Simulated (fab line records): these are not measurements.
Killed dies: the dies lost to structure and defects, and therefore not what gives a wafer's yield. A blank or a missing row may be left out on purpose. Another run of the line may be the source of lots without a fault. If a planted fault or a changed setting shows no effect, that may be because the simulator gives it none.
fab line records	flow sky130
[record] lots = 6	wafers = 18	last-day = 49
route steps=708 shown VIA1@470 METAL2@483
lots untouched by any fault: they come from a run of this same line in which no faults occurred
start-h: hours from the record's opening day to when the first of the lot's shown wafers began	wait-h: hours elapsed since this lot's preceding step	" the same as in the row above	L1.1+2: one row covering several wafers at once	- value missing, or start not given	* or withheld: withheld	< > ~ a bound
route shown NAME@n: names a module that has steps shown in the file, with the first one's number in the route	usual: mean/standard deviation taken from wafers without a fault	same: alike in all rows	chamber/n: place in a boat	sites: the reading at each site	_std_site: standard deviation across them	_edge_site: mean of outer sites minus mean of inner sites	radius-mm: how far each site lies from the wafer's centre	mask NAME#n: copy n	behind: tool/chamber where the wafer was last shaped	hold: cause of the lot's hold/its duration in hours/its outcome	device: whichever transistor did not switch (one of n, p or np)	end of line: tests of these same wafers at the route's end	a step with no rows: only its recipe	killed: count of dies lost to structure and defects at first sort (not the wafer's yield)	map: a wafer's dies, x killed, . not, _ none there
set.NAME: the setting as run; set.NAME@STEP: as run at that earlier step	model.NAME: the simulator's own value behind a step, which no gauge read
certain route steps with their lots: each step a table, each wafer a row
services: from which hour (start-h, from the record's first day; less than 0 if before it) a tool's chamber was out of use, for how many hours, and why
[[steps]]
[step SKY_VIA1_CD_MEAS_12]
[recipe] target-cd-nm = 150
[usual] cd-nm = 150.5/1.8
lot.wafer	tool	chamber	start-h	wait-h	cd-nm
L825.2	cd-sem-02	-	797.52	-	148.7
L825.4	"	-	"	"	147.8
L825.6	"	-	"	"	148.7
L827.2	cd-sem-02	-	813.27	-	150.6
L827.3	"	-	"	"	150.9
L827.5	"	-	"	"	150.8
L832.1	cd-sem-01	-	846.80	-	150.2
L832.3	"	-	"	"	149.5
L832.5	"	-	"	"	150.2
L837.3	cd-sem-01	-	887.59	-	151.7
L837.4	"	-	"	"	152.9
L837.6	"	-	"	"	152.3
L839.1	cd-sem-01	-	902.34	-	152.7
L839.3	"	-	"	"	150.1
L839.6	"	-	"	"	151.0
L841.2	cd-sem-02	-	916.61	-	148.5
L841.4	"	-	"	"	148.7
L841.5	"	-	"	"	147.1
[step SKY_VIA1_OVL_MEAS_13]
[usual] VIA1_OVL = 3/5.5
lot.wafer	tool	chamber	start-h	wait-h	VIA1_OVL[nm]
L825.2	overlay-01	-	797.63	0.1	7
L825.4	"	-	"	"	-3
L825.6	"	-	"	"	0
L827.2	overlay-02	-	813.38	0.1	0
L827.3	"	-	"	"	-6
L827.5	"	-	"	"	4
L832.1	overlay-01	-	846.92	0.1	2
L832.3	"	-	"	"	6
L832.5	"	-	"	"	6
L837.3	overlay-02	-	887.68	0.1	6
L837.4	"	-	"	"	1
L837.6	"	-	"	"	-3
L839.1	overlay-02	-	902.46	0.1	11
L839.3	"	-	"	"	3
L839.6	"	-	"	"	-1
L841.2	overlay-02	-	916.72	0.1	0
L841.4	"	-	"	"	0
L841.5	"	-	"	"	2
[step SKY_VIA1_ETCH_14]
[recipe] chemistry = N2/H2	target = BARC	ion-energy-ev = 200	source-w = 500	bias-w = 100	pressure-mtorr = 30	n2-flow-sccm = 100	h2-flow-sccm = 200	stop-on = SiO2	time-s = 45.9	target-depth-a = 600
[usual] drypump-motor-current-A = 5.7/0.46	oes-product-au = 0.855/0.0051	throttle-valve-pct = 13.224/0.0092
lot.wafer	tool	chamber	start-h	wait-h	drypump-motor-current-A	oes-product-au	rf-hours-counter-h	throttle-valve-pct
L825.2	rie-diel-02	3	797.66	0.0	5.2	0.849	5	13.227
L825.4	"	0	"	"	6.2	0.853	7	13.216
L825.6	"	3	"	"	5.2	0.859	-	13.206
L827.2	rie-diel-02	2	813.41	0.0	6.1	0.858	20	13.222
L827.3	"	0	"	"	6.2	0.857	8	13.231
L827.5	"	1	"	"	5.4	0.853	-	13.240
L832.1	rie-diel-04	2	846.96	0.0	5.7	0.857	13	13.219
L832.3	"	1	"	"	6.0	0.846	7	13.224
L832.5	"	3	"	"	5.4	0.847	-	13.229
L837.3	rie-diel-01	2	887.71	0.0	5.3	0.848	14	13.232
L837.4	"	1	"	"	6.4	0.854	15	13.225
L837.6	"	2	"	"	5.2	0.857	-	13.229
L839.1	rie-diel-04	3	902.50	0.0	5.4	0.857	17	13.226
L839.3	"	2	"	"	5.7	0.857	15	13.217
L839.6	"	2	"	"	5.7	0.851	-	13.221
L841.2	rie-diel-02	3	916.75	0.0	5.2	0.864	9	13.237
L841.4	"	2	"	"	6.1	0.856	23	13.217
L841.5	"	0	"	"	6.2	0.861	-	13.221
[step SKY_VIA1_ETCH_15]
[recipe] target = SiO2	chemistry = C4F8/O2/Ar	target-depth-nm = 351	stop-on = TiN	mask-material = KrF-thick	source-w = 1500	bias-w = 1200	pressure-mtorr = 40	c4f8-flow-sccm = withheld	O2_flow_sccm = 6	Ar_flow_sccm = 300	time-s = 54
[usual] oes-product-au = 0.980/0.0076
lot.wafer	tool	chamber	start-h	wait-h	oes-product-au	rf-hours-counter-h
L825.2	rie-diel-02	3	797.70	0.0	0.987	5
L825.4	"	0	"	"	0.989	7
L825.6	"	3	"	"	0.979	-
L827.2	rie-diel-02	2	813.45	0.0	0.965	20
L827.3	"	0	"	"	0.983	8
L827.5	"	1	"	"	0.971	-
L832.1	rie-diel-04	2	847.00	0.0	0.979	13
L832.3	"	1	"	"	0.988	7
L832.5	"	3	"	"	0.995	-
L837.3	rie-diel-01	2	887.75	0.0	0.968	15
L837.4	"	1	"	"	0.971	15
L837.6	"	2	"	"	0.967	-
L839.1	rie-diel-04	3	902.54	0.0	0.981	17
L839.3	"	2	"	"	0.971	15
L839.6	"	2	"	"	0.985	-
L841.2	rie-diel-02	3	916.79	0.0	0.981	9
L841.4	"	2	"	"	0.982	23
L841.5	"	0	"	"	0.982	-
[step SKY_VIA1_STRIP_16]
[recipe] chemistry = O2/N2	power-w = 1400	pressure-mtorr = 1500	platen-temp-c = withheld	o2-flow-sccm = 3000	n2-flow-sccm = 300	overash-fraction = 0.5
[usual] drypump-motor-current-A = 5.80/0.24	oes-product-au = 0.416/0.0044	strip-time-to-endpoint-s = 4.467/0.023
lot.wafer	tool	chamber	start-h	wait-h	drypump-motor-current-A	oes-product-au	rf-hours-counter-h	strip-time-to-endpoint-s
L825.2	plasma-asher-04	1	797.75	0.0	5.32	0.415	89	4.463
L825.4	"	0	"	"	5.99	0.417	-	4.464
L825.6	"	0	"	"	5.98	0.410	-	4.474
L827.2	plasma-asher-04	1	813.50	0.0	5.31	0.419	91	4.487
L827.3	"	1	"	"	5.30	0.415	-	4.446
L827.5	"	0	"	"	6.02	0.416	-	4.458
L832.1	plasma-asher-04	1	847.05	0.0	5.31	0.422	95	4.491
L832.3	"	1	"	"	5.31	0.415	-	4.438
L832.5	"	1	"	"	5.30	0.421	-	4.449
L837.3	plasma-asher-03	1	887.83	0.1	5.71	0.416	-	4.480
L837.4	"	0	"	"	5.79	0.419	-	4.462
L837.6	"	0	"	"	5.80	0.416	-	4.500
L839.1	plasma-asher-02	0	902.59	0.0	5.79	0.412	45	4.443
L839.3	"	0	"	"	5.80	0.415	-	4.476
L839.6	"	1	"	"	6.06	0.421	-	4.443
L841.2	plasma-asher-02	0	916.84	0.0	5.78	0.414	47	4.454
L841.4	"	0	"	"	5.79	0.415	-	4.478
L841.5	"	1	"	"	6.08	0.427	-	4.442
[step SKY_VIA1_STRIP_17]
[recipe] chemistry = post-etch-residue-remover	time-s = 1200	temp-c = 72.5
[step SKY_VIA1_CLEAN_18]
[recipe] chemistry = IPA	time-s = 180	temp-c = 25
[step SKY_VIA1_CLEAN_19]
[recipe] chemistry = O3/DIW	dry = n2-spin
[step SKY_VIA1_SPUTTER_20]
[recipe] material = TiN	target-thk-nm = 20	chamber-pressure-pa = 5	power-w = 4000	time-s = 80
[step SKY_VIA1_CVD_21]
[recipe] material = W	target-thk-nm = 270	time-s = 80.902	temp-c = 400	pressure-torr = 40
[usual] chamber-pressure-Torr = 40.00/0.092	heater-power-outer-w = 592/67	heater-power-w = 905/70
lot.wafer	tool	chamber	start-h	wait-h	chamber-pressure-Torr	heater-power-outer-w	heater-power-w
L825.2	cvd-w-01	1	798.43	0.0	40.17	611	817
L825.4	"	1	"	"	40.00	602	809
L825.6	"	1	"	"	39.94	592	813
L827.2	cvd-w-02	0	814.18	0.0	39.97	702	994
L827.3	"	1	"	"	40.00	577	933
L827.5	"	1	"	"	39.88	583	914
L832.1	cvd-w-01	0	847.77	0.0	40.04	497	884
L832.3	"	0	"	"	39.94	500	866
L832.5	"	1	"	"	39.73	599	818
L837.3	cvd-w-02	0	888.48	0.1	39.89	673	1016
L837.4	"	1	"	"	39.97	583	934
L837.6	"	0	"	"	40.01	698	1034
L839.1	cvd-w-02	0	903.24	0.0	40.08	694	1025
L839.3	"	0	"	"	40.00	708	1046
L839.6	"	0	"	"	40.07	699	1011
L841.2	cvd-w-01	1	917.53	0.0	40.01	604	797
L841.4	"	1	"	"	39.94	606	822
L841.5	"	0	"	"	40.11	503	869
[step SKY_VIA1_RS_MEAS_22]
[recipe] thk-meas-gauge = four-point-probe	reads = W_of_VIA1_CVD_21+TiN_of_VIA1_SPUTTER_20
[usual] VIA1_W_RS = 0.427/0.0052
lot.wafer	tool	chamber	start-h	wait-h	VIA1_W_RS[ohm/sq]
L825.2	film-metro-04	-	798.55	0.1	0.423
L825.4	"	-	"	"	0.424
L825.6	"	-	"	"	0.428
L827.2	film-metro-04	-	814.30	0.1	0.433
L827.3	"	-	"	"	0.427
L827.5	"	-	"	"	0.422
L832.1	film-metro-01	-	847.87	0.1	0.417
L832.3	"	-	"	"	0.421
L832.5	"	-	"	"	0.422
L837.3	film-metro-04	-	888.58	0.1	0.437
L837.4	"	-	"	"	0.423
L837.6	"	-	"	"	0.435
L839.1	film-metro-01	-	903.33	0.1	0.436
L839.3	"	-	"	"	0.434
L839.6	"	-	"	"	0.432
L841.2	film-metro-01	-	917.64	0.1	0.426
L841.4	"	-	"	"	0.428
L841.5	"	-	"	"	0.429
[step SKY_VIA1_THK_MEAS_23]
[recipe] thk-meas-gauge = xrf	reads = W_of_VIA1_CVD_21
[usual] VIA1_W_THK = 269/3.4
lot.wafer	tool	chamber	start-h	wait-h	VIA1_W_THK[nm]
L825.2	film-metro-04	-	798.66	0.1	272
L825.4	"	-	"	"	271
L825.6	"	-	"	"	270
L827.2	film-metro-04	-	814.41	0.1	266
L827.3	"	-	"	"	270
L827.5	"	-	"	"	274
L832.1	film-metro-01	-	847.99	0.1	277
L832.3	"	-	"	"	273
L832.5	"	-	"	"	274
L837.3	film-metro-04	-	888.68	0.1	265
L837.4	"	-	"	"	273
L837.6	"	-	"	"	266
L839.1	film-metro-01	-	903.45	0.1	265
L839.3	"	-	"	"	264
L839.6	"	-	"	"	268
L841.2	film-metro-01	-	917.75	0.1	273
L841.4	"	-	"	"	271
L841.5	"	-	"	"	271
[step SKY_VIA1_CMP_24]
[recipe] stop-on = SiO2	t-overpolish-s = 15	down-force-psi = 3.5	platen-rpm = 60	target-thk-nm = 0	pad-velocity-m-s = 0.94248
[usual] motor-current-A = 11.0/1.3	overpolish-run-s = 15.000/0.0083	time-to-endpoint-s = 65/3.5
lot.wafer	tool	chamber	start-h	wait-h	motor-current-A	overpolish-run-s	time-to-endpoint-s
L825.2	cmp-02	2	798.71	0.0	12.0	15.015	64
L825.4	"	0	"	"	13.8	15.010	71
L825.6	"	3	"	"	9.5	15.009	63
L827.3	cmp-01	3	814.46	0.0	10.3	14.999	69
L827.2	"	2	"	"	11.3	15.000	66
L827.5	"	0	"	"	10.9	14.988	66
L832.3	cmp-01	1	848.05	0.0	10.2	15.011	67
L832.1	"	2	"	"	11.0	15.001	66
L832.5	"	1	"	"	10.1	14.999	69
L837.4	cmp-02	3	888.72	0.0	9.1	15.000	64
L837.3	"	1	"	"	9.8	0.044	102
L837.6	"	0	"	"	12.9	0.049	102
L839.1	cmp-01	1	903.51	0.1	9.5	14.988	56
L839.3	"	2	"	"	10.6	14.998	60
L839.6	"	2	"	"	11.1	14.985	59
L841.4	cmp-02	3	917.90	0.1	9.8	15.008	64
L841.2	"	0	"	"	13.1	0.043	104
L841.5	"	2	"	"	11.9	15.010	63
[step SKY_METAL2_SPUTTER_00]
[recipe] material = Ti	target-thk-nm = 15	power-w = 3000	time-s = 10	chamber-pressure-pa = 0.4
[usual] throttle-valve-pct = 30.4/0.93
lot.wafer	tool	chamber	start-h	wait-h	throttle-valve-pct
L825.2	pvd-sputter-04	-	799.01	0.2	30.7
L825.4	"	-	"	"	29.4
L825.6	"	-	"	"	31.2
L827.2	pvd-sputter-01	-	814.76	0.1	28.8
L827.3	"	-	"	"	30.6
L827.5	"	-	"	"	28.9
L832.1	pvd-sputter-01	-	848.35	0.2	29.6
L832.3	"	-	"	"	30.5
L832.5	"	-	"	"	29.7
L837.4	pvd-sputter-04	-	889.02	0.2	30.8
L839.1	pvd-sputter-01	-	903.81	0.2	28.8
L839.3	"	-	"	"	29.7
L839.6	"	-	"	"	29.9
L841.4	pvd-sputter-01	-	918.10	0.1	30.0
L841.5	"	-	"	"	28.6
[[services]]
tool	chamber	start-h	hours	kind
plasma-asher-03	-	783.87	0.4	repair
cmp-01	-	785.66	0.7	repair
rie-diel-01	2	791.27	10.2	repair
rie-diel-04	0	810.69	2.5	repair
rie-diel-04	0	813.15	-	clean
rie-diel-04	0	813.15	21.8	scheduled-down
rie-diel-04	0	813.15	21.8	vent-cycle
plasma-asher-02	-	813.28	2.8	pm
cmp-01	-	820.77	0.5	repair
cmp-02	-	838.25	2.7	repair
rie-diel-02	3	842.10	3.3	repair
plasma-asher-02	-	877.02	4.0	repair
pvd-sputter-01	-	878.05	16.1	repair
rie-diel-01	-	888.90	1.0	repair
rie-diel-04	1	896.15	8.5	repair
cmp-02	-	899.44	6.2	repair
cvd-w-02	-	904.00	14.0	pm
cvd-w-02	0	904.00	14.0	vent-cycle
cvd-w-02	1	904.00	14.0	vent-cycle
cmp-02	-	906.38	4.1	repair
cmp-01	-	912.06	4.0	pm
rie-diel-02	0	913.73	2.1	repair
cmp-01	-	916.06	-	consumable-replace:conditioner
cmp-01	-	916.06	-	consumable-replace:pad
[[key]]
[first-sign] step = SKY_VIA1_CMP_24	reading = overpolish-run-s	direction = down	sigmas = 99+	usual = 15.000	struck = 0.045
[effect] step = SKY_VIA1_CMP_24	reading = time-to-endpoint-s	direction = up	sigmas = 11	usual = *	struck = *
met-at SKY_VIA1_CMP_24
struck-wafers L837.3,L837.6,L841.2
later-rows-left-out L837.3,L837.6,L841.2
sort-left-out L837.3,L837.6,L841.2
onset-between 798.71 888.72
[fault] kind = process-parameter-drift	tool = cmp-02	chamber = -	onset-h = 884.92	steps = SKY_VIA1_CMP_24	channel = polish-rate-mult	offset = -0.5	shape = step	end-h = 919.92	scope = struck-wafers-only
// sort-left-out: the simulated sort isn't trusted on such a fault, so these wafers' sort isn't shown, and their yield isn't known
// later-rows-left-out: the simulator's readings of these wafers behind a module that went badly wrong aren't trusted and aren't shown, but for the sort
